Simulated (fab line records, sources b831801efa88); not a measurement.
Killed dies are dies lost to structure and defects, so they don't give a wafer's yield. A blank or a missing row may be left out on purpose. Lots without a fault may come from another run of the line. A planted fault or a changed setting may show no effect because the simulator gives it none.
Chamber matching | flow sky130 | SKY_VIA1_ETCH_15 on rie_diel-02: 4 sister chambers
The step etches SiO2 in C4F8/O2/Ar, stops on TiN, target depth 351 nm, time 54 s. 14 wafers are shown with their chamber, then 7 later ones without.

WAFERS WITH THEIR CHAMBER
wafer  | chamber | oes_product_au (a.u.) | bias_w (W)
L432.1 | 3       | 0.974                 | 1206
L432.3 | 2       | 0.988                 | 1193
L432.6 | 2       | 0.983                 | 1194
L431.2 | 3       | 0.979                 | 1199
L431.3 | 0       | 0.983                 | 1204
L431.5 | 2       | 0.989                 | 1198
L435.1 | 3       | 0.976                 | 1206
L435.2 | 1       | 0.976                 | 1204
L435.4 | 3       | 0.973                 | 1208
L436.1 | 3       | 0.979                 | 1201
L436.4 | 0       | 0.988                 | 1203
L436.5 | 1       | 0.975                 | 1197
L439.1 | 3       | 0.975                 | 1200
L439.4 | 0       | 0.968                 | 1201

SIGNATURES (means of the wafers above)
reading        | chamber 0 | chamber 1 | chamber 2 | chamber 3 | scatter within a chamber
oes_product_au | 0.97967   | 0.97550   | 0.98667   | 0.97600   | 0.00519
bias_w         | 1202.67   | 1200.50   | 1195.00   | 1203.33   | 3.38
Rule: a wafer's distance from a chamber is the root of the sum, over the readings, of the square of ((its reading less the chamber's mean) divided by the reading's scatter). The wafer belongs to the nearest chamber; if the next one is less than 2 further off, it can't be placed. The scatter: the root of (the sum of the squares of (reading less its chamber's mean) over the shown wafers, divided by (wafers less chambers)).

WAFERS WITHOUT THEIR CHAMBER
wafer  | oes_product_au (a.u.) | bias_w (W)
L439.6 | 0.969                 | 1200
L443.4 | 0.979                 | 1203
L443.5 | 0.983                 | 1199
L443.6 | 0.975                 | 1199
L451.1 | 0.973                 | 1199
L451.2 | 0.978                 | 1204
L451.5 | 0.978                 | 1205

WHICH CHAMBER EACH WENT THROUGH
wafer  | from the rows above               | in truth
L439.6 | can't be placed: 1 or 3 or 0      | 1
L443.4 | can't be placed: 0 or 3 or 1      | 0
L443.5 | can't be placed: 0 or 2 or 1 or 3 | 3
L443.6 | can't be placed: 1 or 3 or 0      | 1
L451.1 | can't be placed: 1 or 3 or 0      | 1
L451.2 | can't be placed: 3 or 0 or 1      | 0
L451.5 | can't be placed: 3 or 0 or 1      | 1
Placed correctly: 0 of 7. Can't be placed from these rows: 7 (the true chamber is among the candidates in 7). Placed wrongly: 0.
